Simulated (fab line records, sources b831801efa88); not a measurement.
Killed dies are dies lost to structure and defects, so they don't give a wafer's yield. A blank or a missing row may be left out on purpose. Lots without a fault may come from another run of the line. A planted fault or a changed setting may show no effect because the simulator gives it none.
Which tool did it? | flow sfq_line | 14 lots, 42 wafers sampled, at 6 steps of a route of 325

WHAT THE GAUGES READ, wafer by wafer
SFQ_I6_OVL_MEAS_942.
lot  | measured     | on         | I6_OVL (nm)
L371 | day 78 15:28 | overlay-01 | -10 -9 -1
L372 | day 78 22:41 | overlay-01 | 0 -2 -7
L374 | day 80 05:16 | overlay-02 | -4 -2 -2
L375 | day 80 08:52 | overlay-02 | 3 3 2
L376 | day 81 11:16 | overlay-02 | -5 -5 -9
L377 | day 81 13:40 | overlay-01 | -4 -3 -6
L378 | day 81 14:52 | overlay-01 | -5 -5 0
L383 | day 81 23:16 | overlay-01 | -5 -6 -5
L384 | day 82 00:28 | overlay-01 | -8 -7 -6
L389 | day 83 23:16 | overlay-01 | 3 3 5
L390 | day 84 00:28 | overlay-01 | -13 -3 -6
L391 | day 84 02:52 | overlay-01 | -8 -7 -7
L392 | day 84 05:16 | overlay-01 | -11 -13 -12
L393 | day 84 06:28 | overlay-01 | -2 -5 -9

SFQ_M8_THK_MEAS_950: measures by xrf.
lot  | measured     | on            | M8_AU_THK (nm)
L371 | day 83 23:43 | film_metro-04 | 180.6 180.3 181.7
L372 | day 84 02:08 | film_metro-02 | 184.9 188.0 186.1
L374 | day 84 23:52 | film_metro-01 | 186.2 187.7 184.8
L375 | day 88 19:58 | film_metro-02 | 183.6 185.3 186.4
L376 | day 89 13:58 | film_metro-01 | 183.5 185.5 184.7
L377 | day 89 16:22 | film_metro-01 | 184.6 186.1 183.6
L378 | day 89 17:35 | film_metro-04 | 182.3 185.1 184.2
L383 | day 90 06:46 | film_metro-01 | 186.1 183.5 187.6
L384 | day 90 10:22 | film_metro-01 | 185.1 182.6 184.1
L389 | day 91 17:06 | film_metro-04 | 184.0 181.6 183.6
L390 | day 91 18:18 | film_metro-04 | 182.6 183.0 182.3
L391 | day 91 20:42 | film_metro-04 | 183.4 181.6 182.6
L392 | day 91 21:55 | film_metro-01 | 184.5 183.7 184.3
L393 | day 91 23:07 | film_metro-01 | 185.9 183.9 185.7

WHICH TOOL RAN EACH LOT (tool, then ch and the chambers of the sampled wafers, then the start)
lot  | SFQ_TRILAYER_I7_DEP_PECVD_183   | SFQ_TRILAYER_I7_CMP_CMP_184   | SFQ_TRILAYER_I7_METRO_MEASURE_185 | SFQ_TRILAYER_I7_VIA_ETCH_VIA_ETCH_190
L371 | pecvd-04 ch 0,2, day 79 21:22   | cmp-01 ch 0,1,2, day 79 22:02 | film_metro-04, day 80 01:10       | rie_diel-04 ch 1,2,3, day 83 17:20
L372 | pecvd-01 ch 0,1,2, day 79 23:48 | cmp-02 ch 1,2, day 79 23:50   | film_metro-03, day 80 03:34       | rie_diel-01 ch 0,1,2, day 83 19:44
L374 | pecvd-02 ch 0,1,2, day 80 15:22 | cmp-01 ch 0,2,3, day 80 20:52 | film_metro-01, day 80 23:23       | rie_diel-02 ch 0,1,2, day 84 17:20
L375 | pecvd-02 ch 0,1,2, day 80 18:58 | cmp-02 ch 0,1,2, day 80 23:50 | film_metro-04, day 81 02:58       | rie_diel-02 ch 0,1,2, day 85 01:26
L376 | pecvd-04 ch 0,1,2, day 81 16:23 | cmp-02 ch 1,3, day 81 16:58   | film_metro-01, day 81 19:35       | rie_diel-01 ch 0,1, day 85 19:26
L377 | pecvd-01 ch 1,2, day 81 18:47   | cmp-01 ch 1,3, day 81 18:52   | film_metro-04, day 81 21:59       | rie_diel-04 ch 2,3, day 85 21:50
L378 | pecvd-02 ch 0,2, day 81 19:59   | cmp-02 ch 2,3, day 81 20:04   | film_metro-01, day 81 23:35       | rie_diel-02 ch 0,1,2, day 85 23:02
L383 | pecvd-02 ch 1,2, day 82 04:23   | cmp-02 ch 0,1,3, day 82 05:40 | film_metro-01, day 82 09:13       | rie_diel-02 ch 1,2,3, day 86 08:38
L384 | pecvd-01 ch 0,1, day 82 05:35   | cmp-01 ch 0,1,2, day 82 08:47 | film_metro-03, day 82 10:54       | rie_diel-01 ch 0,2,3, day 86 13:26
L389 | pecvd-02 ch 0,1,2, day 84 05:58 | cmp-01 ch 0,1,3, day 84 09:07 | film_metro-04, day 84 10:44       | rie_diel-02 ch 0,1,2, day 88 03:25
L390 | pecvd-01 ch 1,2, day 84 07:10   | cmp-02 ch 1,2,3, day 84 10:51 | film_metro-03, day 84 12:58       | rie_diel-04 ch 0,1, day 88 04:37
L391 | pecvd-04 ch 1,2, day 84 09:34   | cmp-02 ch 0,2,3, day 84 13:51 | film_metro-04, day 84 15:58       | rie_diel-01 ch 1,2,3, day 88 07:01
L392 | pecvd-02 ch 0,1,2, day 84 10:46 | cmp-01 ch 1,2,3, day 84 13:37 | film_metro-03, day 84 16:56       | rie_diel-02 ch 1,2,3, day 88 08:13
L393 | pecvd-04 ch 0,1,2, day 84 13:10 | cmp-01 ch 1,2,3, day 84 17:37 | film_metro-01, day 84 19:56       | rie_diel-04 ch 2,3, day 88 10:37
- SFQ_TRILAYER_I7_DEP_PECVD_183: deposits SiO2 from SiH4/N2O, time 111.11 s, target thk 500 nm.
- SFQ_TRILAYER_I7_CMP_CMP_184: polishes SiO2.
- SFQ_TRILAYER_I7_METRO_MEASURE_185
- SFQ_TRILAYER_I7_VIA_ETCH_VIA_ETCH_190: etches SiO2 in CHF3, stops on Nb, target depth 260 nm.

WHAT THE TOOLS THEMSELVES READ (means of the sampled wafers that have a number; where no wafer has one, the mark that the record gives instead)
SFQ_TRILAYER_I7_DEP_PECVD_183.
lot  | tool     | chamber_pressure_Torr (Torr) | heater_power_w (W) | susceptor_temp_C (C) | throttle_valve_pct (%)
L371 | pecvd-04 | 2.394                        | 90                 | 149.98               | 23.5
L372 | pecvd-01 | 2.404                        | 106                | 150.01               | 23.4
L374 | pecvd-02 | 2.401                        | 95                 | 149.93               | 24.7
L375 | pecvd-02 | 2.400                        | 95                 | 150.01               | 24.9
L376 | pecvd-04 | 2.395                        | 91                 | 150.02               | 24.0
L377 | pecvd-01 | 2.402                        | 106                | 149.90               | 23.2
L378 | pecvd-02 | 2.403                        | 101                | 149.89               | 24.4
L383 | pecvd-02 | 2.396                        | 106                | 149.92               | 25.3
L384 | pecvd-01 | 2.398                        | 101                | 149.92               | 24.0
L389 | pecvd-02 | 2.398                        | 98                 | 149.97               | 24.7
L390 | pecvd-01 | 2.400                        | 108                | 149.84               | 23.8
L391 | pecvd-04 | 2.400                        | 84                 | 150.00               | 24.7
L392 | pecvd-02 | 2.398                        | 92                 | 149.95               | 24.9
L393 | pecvd-04 | 2.402                        | 88                 | 149.94               | 24.2

SFQ_TRILAYER_I7_CMP_CMP_184.
lot  | tool   | motor_current_A (A) | time_to_endpoint_s (s)
L371 | cmp-01 | 9.1                 | 216
L372 | cmp-02 | 10.1                | 216
L374 | cmp-01 | 9.4                 | 221
L375 | cmp-02 | 10.4                | 204
L376 | cmp-02 | 10.4                | 207
L377 | cmp-01 | 9.5                 | 213
L378 | cmp-02 | 10.4                | 207
L383 | cmp-02 | 10.4                | 206
L384 | cmp-01 | 9.0                 | 214
L389 | cmp-01 | 8.8                 | 209
L390 | cmp-02 | 10.4                | 233
L391 | cmp-02 | 10.3                | 237
L392 | cmp-01 | 9.5                 | 213
L393 | cmp-01 | 9.6                 | 213

SFQ_TRILAYER_I7_METRO_MEASURE_185.
lot  | tool          | thk_nm (nm)
L371 | film_metro-04 | 200.1
L372 | film_metro-03 | 198.2
L374 | film_metro-01 | 199.4
L375 | film_metro-04 | 199.1
L376 | film_metro-01 | 198.5
L377 | film_metro-04 | 200.0
L378 | film_metro-01 | 199.5
L383 | film_metro-01 | 199.1
L384 | film_metro-03 | 199.5
L389 | film_metro-04 | 199.5
L390 | film_metro-03 | 234.6
L391 | film_metro-04 | 234.6
L392 | film_metro-03 | 198.3
L393 | film_metro-01 | 199.1

SFQ_TRILAYER_I7_VIA_ETCH_VIA_ETCH_190.
lot  | tool        | drypump_motor_current_A (A) | oes_product_au (a.u.)
L371 | rie_diel-04 | 5.9                         | 0.849
L372 | rie_diel-01 | 5.7                         | 0.851
L374 | rie_diel-02 | 5.7                         | 0.852
L375 | rie_diel-02 | 5.7                         | 0.850
L376 | rie_diel-01 | 6.0                         | 0.854
L377 | rie_diel-04 | 5.8                         | 0.858
L378 | rie_diel-02 | 5.7                         | 0.855
L383 | rie_diel-02 | 5.7                         | 0.848
L384 | rie_diel-01 | 5.7                         | 0.854
L389 | rie_diel-02 | 5.7                         | 0.851
L390 | rie_diel-04 | 5.7                         | 0.905
L391 | rie_diel-01 | 5.4                         | 0.905
L392 | rie_diel-02 | 5.8                         | 0.841
L393 | rie_diel-04 | 5.8                         | 0.853

THE ANSWER, worked out from the rows above alone
Rule: what is usual is taken from the lots themselves. Put in order of their means at a reading, lots are off if they are a third of the lots or fewer, leave a main group of 4 or more, and stand apart from it by a gap of 3 or more times the standard deviation of the main group's means; of several such gaps the widest counts. A main group whose means are all the same, to the digits that the tables above print for the reading, isn't used. A lot without any number at a reading at which 4 lots or more have one is off too. The other lots that the step has rows for count as sound. The gauges are gone through in route order, then the tools' own readings, and for those a lot's mean is taken as printed above. The first step at which some lot is off is used, and at that step the reading that is off furthest; a lot without a number counts as furthest.
Off: L390, L391, at SFQ_TRILAYER_I7_METRO_MEASURE_185 (thk_nm). The main group: mean 199.2 nm, standard deviation 0.58.
A tool fits if, at that step or a process step before it, it ran every lot that is off, and no sound lot after the first of them. One fits: cmp-02 at SFQ_TRILAYER_I7_CMP_CMP_184. Its last sound lot is L383 (day 82 05:40), its first lot that is off L390 (day 84 10:51): a fault that began between those two fits.

WHAT THE SIMULATOR HAD PUT IN
Process parameter drift: cmp-02, from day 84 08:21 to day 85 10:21, at SFQ_TRILAYER_I7_CMP_CMP_184. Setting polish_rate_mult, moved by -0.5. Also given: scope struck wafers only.
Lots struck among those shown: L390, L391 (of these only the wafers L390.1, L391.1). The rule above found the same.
